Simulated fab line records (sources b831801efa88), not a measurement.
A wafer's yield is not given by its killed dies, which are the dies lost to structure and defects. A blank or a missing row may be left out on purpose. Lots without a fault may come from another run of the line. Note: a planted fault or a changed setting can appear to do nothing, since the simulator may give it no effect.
fab line records	flow gf180mcu
[record] lots = 14	wafers = 42	lastDay = 34
route steps=602 shown NSD@246 PSD@258 SALICIDE@281 CONTACT@304 V1@349
lots that met no fault: from a run of the same line without faults
startH: hours from the record's opening day to when the first of the lot's shown wafers began	waitH: hours since the lot's step before	" unchanged from the row above	L1.1+2: several wafers, shown together as one row	- either no value or no given start	* or withheld: withheld	< > ~ a bound
route shown NAME@n: names a module that has steps shown in the file, with the first one's number in the route	usual: mean and standard deviation over wafers with no fault	same: alike in all rows	chamber/n: place in a boat	sites: the reading at each site	_std_site: standard deviation across them	_edge_site: outer sites' mean less inner sites'	radiusMm: how far each site lies from the wafer's centre	mask NAME#n: copy n	behind: the last tool/chamber to shape the wafer	hold: why the lot went on hold/how many hours it stayed there/how the hold came to an end	device: the transistor (n, p or np) that didn't switch	end of line: the tests these same wafers got at the end of their route	a step given without rows: its recipe and nothing more	killed: dies lost to structure and defects at the first sort, not the wafer's yield	map: shows each die of a wafer: x if killed, . if not, _ if none is there
set.NAME: the setting that was run; set.NAME@STEP: the one run at that earlier step	model.NAME: the simulator's own value behind a step, which no gauge read
steps of the route over a sample of lots; a table a step, a row a wafer
services: the hour from which a tool's chamber was out of use, counted from the record's first day as startH (under 0 if before that day), plus the number of hours and why
[[steps]]
[step GF_NSD_STRIP_11]
[recipe] chemistry = O2/N2	powerW = 1400	pressureMtorr = 1500	platenTempC = 250	o2FlowSccm = 3000	n2FlowSccm = 300	overashFraction = 0.5
[usual] chamberPressureMTorr = 1499.9/1.4	drypumpMotorCurrentA = 5.5/0.37	heaterPowerW = 335/19	o2FlowSccm = 3001/9.7	oesProductAu = 0.487/0.005	stripTimeToEndpointS = 22.97/0.032
lot.wafer	tool	chamber	startH	waitH	chamberPressureMTorr	drypumpMotorCurrentA	heaterPowerW	o2FlowSccm	oesProductAu	rfHoursCounterH	stripTimeToEndpointS
L666.2	plasmaAsher-01	1	296.64	0.1	1499.6	5.1	363	3001	0.484	65	22.97
L666.3	"	1	"	"	1499.9	5.1	369	3001	0.486	-	22.96
L666.5	"	1	"	"	1501.0	5.1	357	2995	0.485	-	22.96
L667.2	plasmaAsher-01	1	306.17	0.1	1501.0	5.1	357	3014	0.483	66	22.96
L667.3	"	0	"	"	1501.1	5.2	352	3000	0.492	-	22.94
L667.6	"	1	"	"	1501.7	5.1	364	3003	0.500	-	22.97
L668.1	plasmaAsher-02	0	312.88	0.1	1500.1	5.4	318	2996	0.491	22	23.02
L668.3	"	1	"	"	1496.8	6.0	324	2997	0.483	-	22.96
L668.5	"	1	"	"	1502.1	6.0	320	2985	0.486	-	22.99
L671.3	plasmaAsher-01	1	332.82	0.1	-	-	-	-	-	-	-
L671.4	"	0	"	"	-	-	-	-	-	-	-
L671.6	"	0	"	"	-	-	-	-	-	-	-
L672.1	plasmaAsher-01	1	344.34	0.1	-	-	-	-	-	-	-
L672.2	"	0	"	"	-	-	-	-	-	-	-
L672.6	"	1	"	"	-	-	-	-	-	-	-
L678.2	plasmaAsher-01	1	398.09	0.1	1499.0	5.1	356	2991	0.490	76	22.95
L678.5	"	1	"	"	1501.1	5.1	362	2991	0.483	-	22.98
L678.6	"	0	"	"	1502.1	5.2	354	3008	0.489	-	22.93
L679.1	plasmaAsher-02	1	415.12	0.1	1501.7	6.0	320	2997	0.499	33	22.96
L679.4	"	0	"	"	1501.8	5.4	315	2995	0.486	-	22.96
L679.6	"	1	"	"	1502.8	6.0	317	2996	0.483	-	22.91
L680.2	plasmaAsher-01	0	416.28	0.1	1497.2	5.2	357	3005	0.486	78	22.99
L680.4	"	0	"	"	1496.8	5.2	343	3008	0.488	-	22.98
L680.5	"	0	"	"	1497.7	5.2	349	3008	0.494	-	22.98
L683.1	plasmaAsher-03	1	438.59	0.1	1498.2	5.5	339	2989	0.483	62	22.98
L683.2	"	0	"	"	1500.6	6.1	321	3010	0.487	62	22.99
L683.3	"	0	"	"	1500.6	6.1	329	3001	0.478	-	22.97
L684.2	plasmaAsher-03	0	443.97	0.1	1500.0	6.1	327	3010	0.481	63	22.94
L684.4	"	1	"	"	1502.3	5.5	339	2992	0.486	-	22.97
L684.6	"	1	"	"	1499.7	5.5	344	2993	0.482	-	22.95
L685.2	plasmaAsher-01	1	452.13	0.1	1501.0	5.1	369	3012	0.485	2	23.00
L685.5	"	1	"	"	1499.1	5.1	367	3005	0.484	-	23.00
L685.6	"	0	"	"	1498.7	5.2	334	3014	0.494	-	23.00
L687.1	plasmaAsher-01	0	472.64	0.1	1503.4	5.2	336	3009	0.495	5	22.98
L687.2	"	1	"	"	1498.4	5.1	361	2983	0.488	5	23.03
L687.4	"	0	"	"	1498.4	5.2	335	3006	0.481	-	23.00
L688.1	plasmaAsher-02	0	480.74	0.1	1501.3	5.4	323	2992	0.484	41	23.01
L688.3	"	0	"	"	1500.8	5.4	315	2997	0.477	-	23.03
L688.6	"	0	"	"	1499.4	5.4	315	3009	0.484	-	23.02
L689.2	plasmaAsher-01	1	491.89	0.1	1498.8	5.1	368	3008	0.497	7	22.93
L689.3	"	1	"	"	1499.2	5.1	368	3002	0.488	-	22.96
L689.4	"	0	"	"	1501.8	5.2	342	2990	0.484	-	22.94
[step GF_PSD_STRIP_10]
[recipe] chemistry = O2/N2	powerW = 1400	pressureMtorr = 1500	platenTempC = 250	o2FlowSccm = 3000	n2FlowSccm = 300	overashFraction = 0.5
[usual] chamberPressureMTorr = 1500.0/1.4	drypumpMotorCurrentA = 5.5/0.45	heaterPowerW = 323/13	o2FlowSccm = 3000/9.1	oesProductAu = 0.592/0.0042	stripTimeToEndpointS = 16.54/0.033
lot.wafer	tool	chamber	startH	waitH	chamberPressureMTorr	drypumpMotorCurrentA	heaterPowerW	o2FlowSccm	oesProductAu	rfHoursCounterH	stripTimeToEndpointS
L666.2	plasmaAsher-04	1	317.01	0.1	1499.6	4.8	307	2986	0.589	64	16.53
L666.3	"	0	"	"	1500.6	5.6	319	3000	0.590	-	16.60
L666.5	"	1	"	"	1500.1	4.8	303	2990	0.592	-	16.58
L667.2	plasmaAsher-03	0	326.88	0.1	1500.1	6.1	320	2997	0.588	52	16.49
L667.3	"	1	"	"	1501.3	5.4	345	3012	0.597	-	16.51
L667.6	"	1	"	"	1497.9	5.4	339	3002	0.587	-	16.53
L668.1	plasmaAsher-03	0	334.46	0.1	1502.3	6.1	313	3012	0.595	53	16.53
L668.3	"	0	"	"	1500.1	6.1	321	3011	0.592	-	16.50
L668.5	"	0	"	"	1498.6	6.1	323	3006	0.595	-	16.49
L671.3	plasmaAsher-03	1	353.62	0.1	1499.8	5.4	343	2996	0.656	-	31.42
L671.4	"	0	"	"	1498.0	6.1	322	2992	0.652	-	31.45
L671.6	"	1	"	"	1498.3	5.5	344	3009	0.656	-	31.50
L672.1	plasmaAsher-04	1	366.86	0.1	1499.4	4.8	308	3014	0.655	69	31.57
L672.2	"	0	"	"	1499.0	5.5	324	2990	0.657	69	31.56
L672.6	"	1	"	"	1501.3	4.8	311	2997	0.661	-	31.56
L678.2	plasmaAsher-04	1	422.50	0.1	1497.8	4.8	309	2989	0.591	75	16.56
L678.5	"	0	"	"	1501.1	5.5	323	2997	0.594	-	16.52
L678.6	"	1	"	"	1501.0	4.8	311	2994	0.590	-	16.52
L679.1	plasmaAsher-04	0	439.56	0.1	1500.3	5.5	316	3007	0.589	77	16.59
L679.4	"	0	"	"	1500.2	5.5	328	2998	0.585	-	16.55
L679.6	"	0	"	"	1500.2	5.5	326	2996	0.595	-	16.61
L680.2	plasmaAsher-04	1	440.88	0.1	1502.4	4.8	303	2992	0.589	77	16.55
L680.4	"	0	"	"	1501.4	5.6	320	3002	0.580	-	16.57
L680.5	"	0	"	"	1501.4	5.5	321	2997	0.590	-	16.57
L683.1	plasmaAsher-04	0	462.94	0.1	1498.4	5.6	320	3001	0.595	80	16.51
L683.2	"	1	"	"	1499.3	4.8	303	2992	0.592	80	16.55
L683.3	"	1	"	"	1499.0	4.8	310	2985	0.593	-	16.50
L684.2	plasmaAsher-04	1	468.61	0.1	1501.4	4.8	313	3015	0.592	80	16.52
L684.4	"	0	"	"	1499.2	5.5	325	2996	0.589	-	16.52
L684.6	"	0	"	"	1498.0	5.5	317	3003	0.591	-	16.54
L685.2	plasmaAsher-03	1	476.46	0.1	1498.9	5.5	341	2993	0.590	66	16.53
L685.5	"	0	"	"	1499.3	6.1	322	2984	0.599	-	16.55
L685.6	"	1	"	"	1498.7	5.5	342	2986	0.588	-	16.58
L687.1	plasmaAsher-03	0	496.84	0.1	1499.8	6.1	321	3011	0.596	68	16.52
L687.2	"	1	"	"	1502.4	5.4	342	2996	0.601	68	16.52
L687.4	"	1	"	"	1500.3	5.4	342	2995	0.590	-	16.53
L688.1	plasmaAsher-03	1	504.29	0.1	1498.3	5.5	342	3006	0.596	69	16.59
L688.3	"	1	"	"	1500.3	5.5	337	2999	0.594	-	16.55
L688.6	"	1	"	"	1500.2	5.5	342	3003	0.585	-	16.56
L689.2	plasmaAsher-03	1	515.00	0.1	1500.5	5.5	337	3010	0.595	70	16.57
L689.3	"	0	"	"	1501.4	6.1	321	2992	0.592	-	16.58
L689.4	"	1	"	"	1500.5	5.5	339	3015	0.590	-	16.60
[step GF_PSD_TW_MEAS_11]
[usual] PSD_TW = 3178/15
lot.wafer	tool	chamber	startH	waitH	PSD_TW
L666.2	filmMetro-01	-	317.12	0.1	3196
L666.3	"	-	"	"	3176
L666.5	"	-	"	"	3173
L667.2	filmMetro-03	-	326.99	0.1	3206
L667.3	"	-	"	"	3204
L667.6	"	-	"	"	3198
L668.1	filmMetro-02	-	334.56	0.1	3181
L668.3	"	-	"	"	3157
L668.5	"	-	"	"	3181
L671.3	filmMetro-01	-	353.70	0.1	30
L671.4	"	-	"	"	30
L671.6	"	-	"	"	30
L672.1	filmMetro-01	-	366.96	0.1	30
L672.2	"	-	"	"	30
L672.6	"	-	"	"	30
L678.2	filmMetro-01	-	422.61	0.1	3188
L678.5	"	-	"	"	3158
L678.6	"	-	"	"	3180
L679.1	filmMetro-01	-	439.66	0.1	3184
L679.4	"	-	"	"	3181
L679.6	"	-	"	"	3181
L680.2	filmMetro-01	-	440.99	0.1	3172
L680.4	"	-	"	"	3196
L680.5	"	-	"	"	3186
L683.1	filmMetro-01	-	463.04	0.1	3172
L683.2	"	-	"	"	3179
L683.3	"	-	"	"	3175
L684.2	filmMetro-02	-	468.72	0.1	3148
L684.4	"	-	"	"	3176
L684.6	"	-	"	"	3158
L685.2	filmMetro-01	-	476.57	0.1	3185
L685.5	"	-	"	"	3179
L685.6	"	-	"	"	3191
L687.1	filmMetro-02	-	496.94	0.1	3171
L687.2	"	-	"	"	3171
L687.4	"	-	"	"	3168
L688.1	filmMetro-01	-	504.39	0.1	3199
L688.3	"	-	"	"	3211
L688.6	"	-	"	"	3198
L689.2	filmMetro-01	-	515.11	0.1	3174
L689.3	"	-	"	"	3194
L689.4	"	-	"	"	3188
[step GF_SALICIDE_SPUTTER_03]
[recipe] material = TiN	targetThkNm = 20	powerW = 6500	timeS = 16.7	chamberPressurePa = 0.4
[usual] throttleValvePct = 30.9/0.8
lot.wafer	tool	chamber	startH	waitH	throttleValvePct
L666.2	pvdSputter-02	-	338.76	0.0	31.7
L666.3	"	-	"	"	31.3
L666.5	"	-	"	"	31.6
L667.2	pvdSputter-02	-	348.86	0.0	31.7
L667.3	"	-	"	"	31.3
L667.6	"	-	"	"	31.8
L668.1	pvdSputter-02	-	356.86	0.0	31.5
L668.3	"	-	"	"	31.5
L668.5	"	-	"	"	31.7
L671.3	pvdSputter-02	-	376.73	0.0	31.1
L671.4	"	-	"	"	30.4
L671.6	"	-	"	"	31.8
L672.1	pvdSputter-02	-	390.57	0.0	30.2
L672.2	"	-	"	"	31.7
L672.6	"	-	"	"	30.4
L678.2	pvdSputter-01	-	447.64	0.0	30.6
L678.5	"	-	"	"	30.5
L678.6	"	-	"	"	30.4
L679.1	pvdSputter-04	-	464.30	0.0	31.4
L679.4	"	-	"	"	28.8
L679.6	"	-	"	"	30.1
L680.2	pvdSputter-01	-	465.37	0.0	30.7
L680.4	"	-	"	"	30.8
L680.5	"	-	"	"	30.7
L683.1	pvdSputter-02	-	488.02	0.0	31.2
L683.2	"	-	"	"	30.2
L683.3	"	-	"	"	31.9
L684.2	pvdSputter-01	-	493.20	0.0	30.2
L684.4	"	-	"	"	31.6
L684.6	"	-	"	"	30.5
L685.2	pvdSputter-01	-	501.05	0.0	31.4
L685.5	"	-	"	"	30.6
L685.6	"	-	"	"	30.3
L687.1	pvdSputter-01	-	520.98	0.0	30.6
L687.2	"	-	"	"	31.7
L687.4	"	-	"	"	30.2
L688.1	pvdSputter-04	-	530.04	0.0	28.7
L688.3	"	-	"	"	31.6
L688.6	"	-	"	"	28.7
L689.2	pvdSputter-01	-	538.69	0.0	30.8
L689.3	"	-	"	"	30.5
L689.4	"	-	"	"	31.7
[step GF_CONTACT_ETCH_17]
[recipe] chemistry = C4F8/O2/Ar	maskMaterial = KrF	target = SiO2	stopOn = CoSi2	sourceW = 1500	biasW = 1200	pressureMtorr = 40	c4f8FlowSccm = withheld	O2_flow_sccm = 6	Ar_flow_sccm = 300	timeS = withheld	targetDepthA = 8600
[usual] oesProductAu = 0.815/0.0046
lot.wafer	tool	chamber	startH	waitH	oesProductAu
L666.2	rieDiel-02	0	-	-	0.811
L666.3	"	3	"	"	0.819
L666.5	"	3	"	"	0.811
L667.2	rieDiel-04	0	-	-	0.806
L667.3	"	1	"	"	0.815
L667.6	"	1	"	"	0.815
L668.1	rieDiel-01	1	-	-	0.819
L668.3	"	0	"	"	0.806
L668.5	"	0	"	"	0.818
L671.3	rieDiel-04	1	-	-	0.816
L671.4	"	3	"	"	0.813
L671.6	"	2	"	"	0.808
L672.1	rieDiel-02	3	-	-	0.828
L672.2	"	2	"	"	0.818
L672.6	"	3	"	"	0.823
L678.2	rieDiel-04	3	-	-	0.816
L678.5	"	2	"	"	0.811
L678.6	"	3	"	"	0.814
L679.1	rieDiel-01	3	-	-	0.812
L679.4	"	0	"	"	0.813
L679.6	"	3	"	"	0.808
L680.2	rieDiel-04	2	-	-	0.816
L680.4	"	1	"	"	0.820
L680.5	"	2	"	"	0.813
L683.1	rieDiel-02	2	-	-	0.812
L683.2	"	1	"	"	0.824
L683.3	"	0	"	"	0.819
L684.2	rieDiel-02	3	-	-	0.813
L684.4	"	2	"	"	0.816
L684.6	"	0	"	"	0.807
L685.2	rieDiel-01	2	-	-	0.808
L685.5	"	2	"	"	0.814
L685.6	"	3	"	"	0.824
L687.1	rieDiel-02	2	-	-	0.815
L687.2	"	3	"	"	0.812
L687.4	"	0	"	"	0.821
L688.1	rieDiel-01	0	-	-	0.808
L688.3	"	3	"	"	0.815
L688.6	"	3	"	"	0.818
L689.2	rieDiel-01	3	-	-	0.821
L689.3	"	2	"	"	0.820
L689.4	"	1	"	"	0.817
[step GF_V1_CD_MEAS_14]
[recipe] targetCdNm = 260
[usual] cdNm = 259.9/1.1
lot.wafer	tool	chamber	startH	waitH	cdNm
L666.2	cdSem-02	-	411.60	0.1	259.7
L666.3	"	-	"	"	258.9
L666.5	"	-	"	"	259.9
L667.2	cdSem-02	-	422.55	0.1	259.3
L667.3	"	-	"	"	259.1
L667.6	"	-	"	"	258.8
L668.1	cdSem-02	-	430.85	0.1	261.2
L668.3	"	-	"	"	260.6
L668.5	"	-	"	"	261.3
L671.3	cdSem-02	-	452.04	0.1	261.3
L671.4	"	-	"	"	261.3
L671.6	"	-	"	"	260.7
L672.1	cdSem-02	-	466.67	0.1	260.8
L672.2	"	-	"	"	260.4
L672.6	"	-	"	"	259.7
L678.2	cdSem-01	-	522.45	0.1	258.8
L678.5	"	-	"	"	258.6
L678.6	"	-	"	"	257.3
L679.1	cdSem-02	-	538.57	0.1	258.7
L679.4	"	-	"	"	258.2
L679.6	"	-	"	"	259.2
L680.2	cdSem-02	-	539.35	0.1	259.2
L680.4	"	-	"	"	260.4
L680.5	"	-	"	"	260.7
L683.1	cdSem-01	-	559.83	0.1	260.2
L683.2	"	-	"	"	260.2
L683.3	"	-	"	"	260.0
L684.2	cdSem-02	-	566.35	0.1	260.0
L684.4	"	-	"	"	260.4
L684.6	"	-	"	"	261.1
L685.2	cdSem-01	-	572.00	0.1	261.0
L685.5	"	-	"	"	260.5
L685.6	"	-	"	"	259.9
L687.1	cdSem-02	-	591.02	0.1	260.3
L687.2	"	-	"	"	260.5
L687.4	"	-	"	"	259.9
L688.1	cdSem-01	-	599.55	0.1	260.9
L688.3	"	-	"	"	260.4
L688.6	"	-	"	"	261.2
L689.2	cdSem-02	-	607.97	0.1	258.7
L689.3	"	-	"	"	259.9
L689.4	"	-	"	"	259.2
[[services]]
tool	chamber	startH	hours	kind
rieDiel-02	2	290.93	5.2	repair
rieDiel-01	-	296.85	14.6	pm
pvdSputter-01	-	318.21	7.8	repair
rieDiel-04	2	342.72	5.1	repair
rieDiel-02	2	345.88	7.7	repair
plasmaAsher-04	-	349.75	4.3	pm
plasmaAsher-01	-	360.61	4.0	pm
rieDiel-02	-	372.44	2.8	pm
rieDiel-04	2	375.76	5.1	repair
pvdSputter-01	-	377.13	2.4	repair
plasmaAsher-03	-	385.95	3.8	repair
plasmaAsher-03	-	403.18	14.6	pm
rieDiel-02	1	408.50	33.0	repair
plasmaAsher-01	-	421.25	9.0	pm
rieDiel-01	-	452.65	0.4	repair
plasmaAsher-03	-	455.68	0.6	repair
rieDiel-02	0	459.28	1.5	repair
rieDiel-02	3	459.58	3.6	repair
pvdSputter-01	-	461.41	0.5	repair
rieDiel-01	2	461.45	5.3	repair
pvdSputter-02	-	507.08	2.2	repair
rieDiel-02	0	534.17	7.3	repair
rieDiel-01	0	554.24	3.2	repair
rieDiel-01	1	554.57	4.8	repair
[[key]]
[firstSign] step = GF_NSD_STRIP_11	reading = toolRecord	direction = missing
[effect] step = GF_PSD_STRIP_10	reading = stripTimeToEndpointS	direction = up	sigmas = 99+	usual = *	struck = *
[effect] step = GF_PSD_TW_MEAS_11	reading = PSD_TW	direction = down	sigmas = 99+	usual = 3178	struck = 30
metAt GF_NSD_STRIP_11
struckLots L671,L672
sortLeftOut L671.3,L671.4,L671.6,L672.1,L672.2,L672.6
testerLeftOut L671,L672
notActingAt GF_SALICIDE_SPUTTER_03,GF_CONTACT_ETCH_17,GF_V1_CD_MEAS_14
onsetBetween 306.17 332.82
[fault] kind = skippedStepWhole	tool = plasmaAsher-01	chamber = -	onsetH = 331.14	steps = GF_NSD_STRIP_11	scope = struckLotsOnly
// testerLeftOut: of these lots the tester's yield and bins aren't shown, on N5 and GAA mostly nor the transistor test; their killed dies are dies lost to structure and defects alone, not to doping, threshold or leakage, so they don't give the yield
// sortLeftOut: the simulated sort isn't trusted on such a fault, so these wafers' sort isn't shown, and their yield isn't known
